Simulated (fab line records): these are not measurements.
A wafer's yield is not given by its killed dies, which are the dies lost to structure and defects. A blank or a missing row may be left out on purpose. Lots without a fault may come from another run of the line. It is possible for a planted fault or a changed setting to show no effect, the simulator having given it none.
Which tool did it? ; flow sfqLine ; Sampling: 14 lots, 42 wafers, 2 of 325 route steps

== WHAT THE GAUGES SHOWED, per wafer ==
The record holds no reading of a measuring or inspecting step that can be judged against a usual standard deviation.

== WHAT TOOL EACH LOT RAN ON (gives the tool, then ch and the chambers of the sampled wafers, and finally the start) ==
lot;SFQ_TRILAYER_I7_DEP_PECVD_183;SFQ_TRILAYER_I7_CMP_CMP_184
L750;pecvd-01 ch 0,1,2, day 68 01:58;cmp-02 ch 1,3, day 68 02:32
L751;pecvd-03 ch 0,2, day 68 07:45;cmp-01 ch 1,2,3, day 68 11:26
L752;pecvd-01 ch 0,1, day 68 10:11;cmp-01 ch 0,2,3, day 68 14:56
L756;pecvd-01 ch 0,2, day 70 00:06;cmp-01 ch 0,2,3, day 70 01:10
L758;pecvd-01 ch 0,1, day 70 21:25;cmp-02 ch 0,1,3, day 71 00:06
L762;pecvd-01 ch 0,1,2, day 78 18:24;cmp-02 ch 0,2,3, day 78 18:59
L763;pecvd-03 ch 0,1,2, day 78 22:00;cmp-01 ch 0,2,3, day 78 22:05
L764;pecvd-04 ch 1,2, day 79 01:36;cmp-02 ch 0,2,3, day 79 01:41
L765;pecvd-01 ch 0,1, day 79 05:12;cmp-02 ch 0,1, day 79 05:17
L766;pecvd-03 ch 0,1,2, day 79 06:24;cmp-01 ch 1,2,3, day 79 06:59
L767;pecvd-01 ch 0,1,2, day 79 10:00;cmp-02 ch 1,2,3, day 79 12:17
L768;pecvd-01 ch 0,2, day 79 15:27;cmp-02 ch 0,1,3, day 79 17:17
L771;pecvd-01 ch 0,1,2, day 80 09:00;cmp-01 ch 0,1,2, day 80 10:41
L772;pecvd-03 ch 0,2, day 80 10:11;cmp-02 ch 0,1,2, day 80 11:19
- SFQ_TRILAYER_I7_DEP_PECVD_183: deposits SiO2 from SiH4/N2O, time 111.11 s, target thk 500 nm.
- SFQ_TRILAYER_I7_CMP_CMP_184: polishes SiO2.

== WHAT THE TOOLS THEMSELVES READ (means of the sampled wafers that have a number; where no wafer has one, the mark that the record gives instead) ==
SFQ_TRILAYER_I7_DEP_PECVD_183. Usual: heaterPowerOuterW 32 W, standard deviation 6.9; heaterPowerW 83 W, standard deviation 9.5; rfFwdPowerW 182.2 W, standard deviation 0.64; showerheadVppV 814 V, standard deviation 35; throttleValvePct 25.4 %, standard deviation 0.9.
lot;tool;heaterPowerOuterW (W);heaterPowerW (W);rfFwdPowerW (W);showerheadVppV (V);throttleValvePct (%);flag
L750;pecvd-01;30;77;182.8;807;25.5;
L751;pecvd-03;25;76;182.5;812;25.6;
L752;pecvd-01;27;75;182.5;821;25.5;
L756;pecvd-01;9;47;255.2;967;25.4;OFF
L758;pecvd-01;12;55;256.0;977;25.3;OFF
L762;pecvd-01;34;83;182.0;816;25.5;
L763;pecvd-03;33;88;182.3;800;26.0;
L764;pecvd-04;37;91;182.7;860;24.4;
L765;pecvd-01;34;84;182.3;810;25.4;
L766;pecvd-03;31;84;182.2;797;26.1;
L767;pecvd-01;34;82;182.4;807;25.4;
L768;pecvd-01;33;80;182.3;811;25.4;
L771;pecvd-01;37;86;181.9;810;25.5;
L772;pecvd-03;26;78;181.8;798;26.6;

SFQ_TRILAYER_I7_CMP_CMP_184. Usual: motorCurrentA 9.4 A, standard deviation 0.68; timeToEndpointS 219 s, standard deviation 6.9.
lot;tool;motorCurrentA (A);timeToEndpointS (s);flag
L750;cmp-02;9.3;213;
L751;cmp-01;9.9;223;
L752;cmp-01;9.8;234;
L756;cmp-01;9.4;260;OFF
L758;cmp-02;9.2;261;OFF
L762;cmp-02;8.9;207;
L763;cmp-01;9.8;214;
L764;cmp-02;8.8;228;
L765;cmp-02;9.3;219;
L766;cmp-01;9.9;216;
L767;cmp-02;9.0;218;
L768;cmp-02;9.0;220;
L771;cmp-01;9.6;215;
L772;cmp-02;9.1;218;

== THE ANSWER, worked out from the rows above alone ==
Rule: take the mean of a lot's wafers that have a number; if it is more than 3 standard deviations from the usual mean, the lot is off. A lot without any number at a reading at which 4 lots or more have one is off too. The other lots that the step has rows for count as sound. First the gauges in route order, then the tools' own readings, where a lot's mean is used as printed above. The first step at which some lot is off is used, and at that step the reading that is off furthest; a lot without a number counts as furthest.
Off, at SFQ_TRILAYER_I7_DEP_PECVD_183 on rfFwdPowerW: L756, L758.
A tool fits if, at that step or a process step before it, it ran every lot that is off, and no sound lot after the first of them. None of those tried fits.

== WHAT WAS PUT IN BY THE SIMULATOR ==
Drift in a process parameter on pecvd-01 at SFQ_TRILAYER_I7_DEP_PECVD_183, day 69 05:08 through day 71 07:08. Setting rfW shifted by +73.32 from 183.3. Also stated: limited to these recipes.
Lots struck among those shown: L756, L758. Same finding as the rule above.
